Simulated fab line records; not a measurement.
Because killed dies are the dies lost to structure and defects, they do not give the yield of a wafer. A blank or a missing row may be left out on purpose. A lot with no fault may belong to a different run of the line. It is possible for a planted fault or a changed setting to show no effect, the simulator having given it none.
Which tool did it? || flow sky130 || 12 lots, 35 wafers sampled, at 4 steps of a route of 708

WHAT THE GAUGES SHOWED, per wafer
SKY_VIA3_BOW_MEAS_03. Usual: VIA3_BOW gives 79 um (standard deviation 7.4).
{"lot": "L971", "measured": "day 39 14:54", "on": "filmMetro-01", "VIA3_BOW (um)": "70 60 66", "flag": ""}
{"lot": "L972", "measured": "day 40 03:47", "on": "filmMetro-02", "VIA3_BOW (um)": "80 78 70", "flag": ""}
{"lot": "L975", "measured": "day 40 20:03", "on": "filmMetro-01", "VIA3_BOW (um)": "84 87 91", "flag": ""}
{"lot": "L978", "measured": "day 41 12:52", "on": "filmMetro-02", "VIA3_BOW (um)": "76 82 89", "flag": ""}
{"lot": "L979", "measured": "day 41 19:32", "on": "filmMetro-02", "VIA3_BOW (um)": "90 69 70", "flag": ""}
{"lot": "L980", "measured": "day 42 10:13", "on": "filmMetro-01", "VIA3_BOW (um)": "89 86 82", "flag": ""}
{"lot": "L982", "measured": "day 42 20:22", "on": "filmMetro-04", "VIA3_BOW (um)": "78 91 86", "flag": ""}
{"lot": "L983", "measured": "day 43 01:45", "on": "filmMetro-04", "VIA3_BOW (um)": "78 86 79", "flag": ""}
{"lot": "L984", "measured": "day 43 12:03", "on": "filmMetro-01", "VIA3_BOW (um)": "72 76 83", "flag": ""}
{"lot": "L985", "measured": "day 43 18:29", "on": "filmMetro-01", "VIA3_BOW (um)": "78 85", "flag": ""}
{"lot": "L993", "measured": "day 45 15:13", "on": "filmMetro-02", "VIA3_BOW (um)": "78 87 80", "flag": ""}
{"lot": "L994", "measured": "day 45 16:32", "on": "filmMetro-04", "VIA3_BOW (um)": "75 88 85", "flag": ""}

SKY_VIA3_OVL_MEAS_13. Usual: VIA3_OVL gives -4 nm (standard deviation 5.3).
{"lot": "L971", "measured": "day 40 16:30", "on": "overlay-02", "VIA3_OVL (nm)": "-6 -8 -5", "flag": ""}
{"lot": "L972", "measured": "day 41 05:18", "on": "overlay-02", "VIA3_OVL (nm)": "-5 -7 -4", "flag": ""}
{"lot": "L975", "measured": "day 41 20:55", "on": "overlay-01", "VIA3_OVL (nm)": "-4 -2 -11", "flag": ""}
{"lot": "L978", "measured": "day 42 13:34", "on": "overlay-02", "VIA3_OVL (nm)": "-3 -10 -4", "flag": ""}
{"lot": "L979", "measured": "day 42 19:55", "on": "overlay-01", "VIA3_OVL (nm)": "-13 -8 -10", "flag": ""}
{"lot": "L980", "measured": "day 43 10:35", "on": "overlay-02", "VIA3_OVL (nm)": "-5 -6 -7", "flag": ""}
{"lot": "L982", "measured": "day 43 20:27", "on": "overlay-02", "VIA3_OVL (nm)": "3 1 -4", "flag": ""}
{"lot": "L983", "measured": "day 44 01:30", "on": "overlay-02", "VIA3_OVL (nm)": "-6 -6 -5", "flag": ""}
{"lot": "L984", "measured": "day 44 11:12", "on": "overlay-01", "VIA3_OVL (nm)": "-1 -5 -1", "flag": ""}
{"lot": "L985", "measured": "day 44 17:38", "on": "overlay-02", "VIA3_OVL (nm)": "-4 -6", "flag": ""}
{"lot": "L993", "measured": "day 46 12:46", "on": "overlay-01", "VIA3_OVL (nm)": "-8 -5 -1", "flag": ""}
{"lot": "L994", "measured": "day 46 14:02", "on": "overlay-02", "VIA3_OVL (nm)": "-22 -13 -15", "flag": ""}

SKY_VIA4_THK_MEAS_01. Usual: VIA4_HDPCVD_THK gives 1753 nm (standard deviation 22).
{"lot": "L971", "measured": "day 42 21:23", "on": "filmMetro-03", "VIA4_HDPCVD_THK (nm)": "1746 1767 1761", "flag": ""}
{"lot": "L972", "measured": "day 43 10:21", "on": "filmMetro-04", "VIA4_HDPCVD_THK (nm)": "1756 1778 1780", "flag": ""}
{"lot": "L975", "measured": "day 44 00:44", "on": "filmMetro-04", "VIA4_HDPCVD_THK (nm)": "1757 1711 1737", "flag": ""}
{"lot": "L978", "measured": "day 44 15:25", "on": "filmMetro-01", "VIA4_HDPCVD_THK (nm)": "1718 1766 1727", "flag": ""}
{"lot": "L979", "measured": "day 44 22:10", "on": "filmMetro-04", "VIA4_HDPCVD_THK (nm)": "1775 1764 1764", "flag": ""}
{"lot": "L980", "measured": "day 45 11:28", "on": "filmMetro-04", "VIA4_HDPCVD_THK (nm)": "1776 1742 1748", "flag": ""}
{"lot": "L982", "measured": "day 45 21:13", "on": "filmMetro-03", "VIA4_HDPCVD_THK (nm)": "1752 1729 1743", "flag": ""}
{"lot": "L983", "measured": "day 46 01:42", "on": "filmMetro-01", "VIA4_HDPCVD_THK (nm)": "2046 1756 1776", "flag": "OFF"}
{"lot": "L984", "measured": "day 46 10:07", "on": "filmMetro-04", "VIA4_HDPCVD_THK (nm)": "2023 1743 1771", "flag": "OFF"}
{"lot": "L985", "measured": "day 46 16:43", "on": "filmMetro-03", "VIA4_HDPCVD_THK (nm)": "1746 1999", "flag": "OFF"}
{"lot": "L993", "measured": "day 48 10:08", "on": "filmMetro-03", "VIA4_HDPCVD_THK (nm)": "1740 1766 1775", "flag": ""}
{"lot": "L994", "measured": "day 48 11:07", "on": "filmMetro-04", "VIA4_HDPCVD_THK (nm)": "1776 1708 1758", "flag": ""}

TOOL THAT RAN EACH LOT (tool first, then ch and the chambers of the sampled wafers, then the start)
{"lot": "L971", "SKY_VIA4_HDPCVD_00": "hdpcvd-02 ch 0,2, day 42 21:11"}
{"lot": "L972", "SKY_VIA4_HDPCVD_00": "hdpcvd-02 ch 0,1, day 43 10:05"}
{"lot": "L975", "SKY_VIA4_HDPCVD_00": "hdpcvd-01 ch 0,1,2, day 44 00:33"}
{"lot": "L978", "SKY_VIA4_HDPCVD_00": "hdpcvd-01 ch 0,1, day 44 15:13"}
{"lot": "L979", "SKY_VIA4_HDPCVD_00": "hdpcvd-02 ch 0,1,2, day 44 21:59"}
{"lot": "L980", "SKY_VIA4_HDPCVD_00": "hdpcvd-02 ch 0,1, day 45 11:16"}
{"lot": "L982", "SKY_VIA4_HDPCVD_00": "hdpcvd-01 ch 2, day 45 20:56"}
{"lot": "L983", "SKY_VIA4_HDPCVD_00": "hdpcvd-02 ch 0,1,2, day 46 01:31"}
{"lot": "L984", "SKY_VIA4_HDPCVD_00": "hdpcvd-02 ch 0,1,2, day 46 09:56"}
{"lot": "L985", "SKY_VIA4_HDPCVD_00": "hdpcvd-02 ch 0,2, day 46 16:35"}
{"lot": "L993", "SKY_VIA4_HDPCVD_00": "hdpcvd-01 ch 0,1, day 48 09:57"}
{"lot": "L994", "SKY_VIA4_HDPCVD_00": "hdpcvd-01 ch 0,2, day 48 10:55"}
- SKY_VIA4_HDPCVD_00: deposits SiO2, target thk 1750 nm, time 291.7 s.

AS READ BY THE TOOLS THEMSELVES (means over the sampled wafers that have a number; for cases with no such wafer, the mark the record gives instead)
SKY_VIA4_HDPCVD_00. Usual: runLengthS 319.5 s, standard deviation 0.66; sih4FlowSccm 60.02 sccm, standard deviation 0.18.
{"lot": "L971", "tool": "hdpcvd-02", "runLengthS (s)": 318.7, "sih4FlowSccm (sccm)": 60.13, "flag": ""}
{"lot": "L972", "tool": "hdpcvd-02", "runLengthS (s)": 319.2, "sih4FlowSccm (sccm)": 59.98, "flag": ""}
{"lot": "L975", "tool": "hdpcvd-01", "runLengthS (s)": 319.6, "sih4FlowSccm (sccm)": 60.05, "flag": ""}
{"lot": "L978", "tool": "hdpcvd-01", "runLengthS (s)": 320.0, "sih4FlowSccm (sccm)": 59.83, "flag": ""}
{"lot": "L979", "tool": "hdpcvd-02", "runLengthS (s)": 319.0, "sih4FlowSccm (sccm)": 60.04, "flag": ""}
{"lot": "L980", "tool": "hdpcvd-02", "runLengthS (s)": 319.3, "sih4FlowSccm (sccm)": 60.21, "flag": ""}
{"lot": "L982", "tool": "hdpcvd-01", "runLengthS (s)": 319.2, "sih4FlowSccm (sccm)": 60.01, "flag": ""}
{"lot": "L983", "tool": "hdpcvd-02", "runLengthS (s)": 333.0, "sih4FlowSccm (sccm)": 60.07, "flag": "OFF"}
{"lot": "L984", "tool": "hdpcvd-02", "runLengthS (s)": 333.1, "sih4FlowSccm (sccm)": 60.25, "flag": "OFF"}
{"lot": "L985", "tool": "hdpcvd-02", "runLengthS (s)": 339.6, "sih4FlowSccm (sccm)": 60.00, "flag": "OFF"}
{"lot": "L993", "tool": "hdpcvd-01", "runLengthS (s)": 319.9, "sih4FlowSccm (sccm)": 59.76, "flag": ""}
{"lot": "L994", "tool": "hdpcvd-01", "runLengthS (s)": 320.0, "sih4FlowSccm (sccm)": 59.86, "flag": ""}

THE ANSWER, worked out from the rows above alone
Rule: take the mean of a lot's wafers that have a number; if it is more than 3 standard deviations from the usual mean, the lot is off. A lot without any number at a reading at which 4 lots or more have one is off too. Any other lot the step has rows for is counted as sound. After the gauges, taken in route order, come the tools' own readings; for these a lot's mean is taken, as printed above. At the first step where some lot is off, the reading lying furthest off is the one used; lots without a number count as furthest.
Off: at SKY_VIA4_THK_MEAS_01 (VIA4_HDPCVD_THK), L983, L984, L985.
If a tool, at a process step before that reading, ran all the lots that are off and no sound lot after the first of them, it fits. Not tried: the gauges at SKY_VIA4_THK_MEAS_01; whatever is off there is also off at SKY_VIA4_HDPCVD_00, on other tools, and gauge error can't account for it. One fits: hdpcvd-02 at SKY_VIA4_HDPCVD_00. A fault onset in the window from L980 (day 45 11:16, its last sound lot) to L983 (day 46 01:31, its first lot off) fits.
The tool's own readings at SKY_VIA4_HDPCVD_00 bear it out: on the lots that are off they differ by more than 5 times the standard deviation of the sound lots' means. runLengthS reads 335.2 s there against 319.4 s on the sound lots.

WHAT WAS PUT IN BY THE SIMULATOR
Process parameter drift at SKY_VIA4_HDPCVD_00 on hdpcvd-02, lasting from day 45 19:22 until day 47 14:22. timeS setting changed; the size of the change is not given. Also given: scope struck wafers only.
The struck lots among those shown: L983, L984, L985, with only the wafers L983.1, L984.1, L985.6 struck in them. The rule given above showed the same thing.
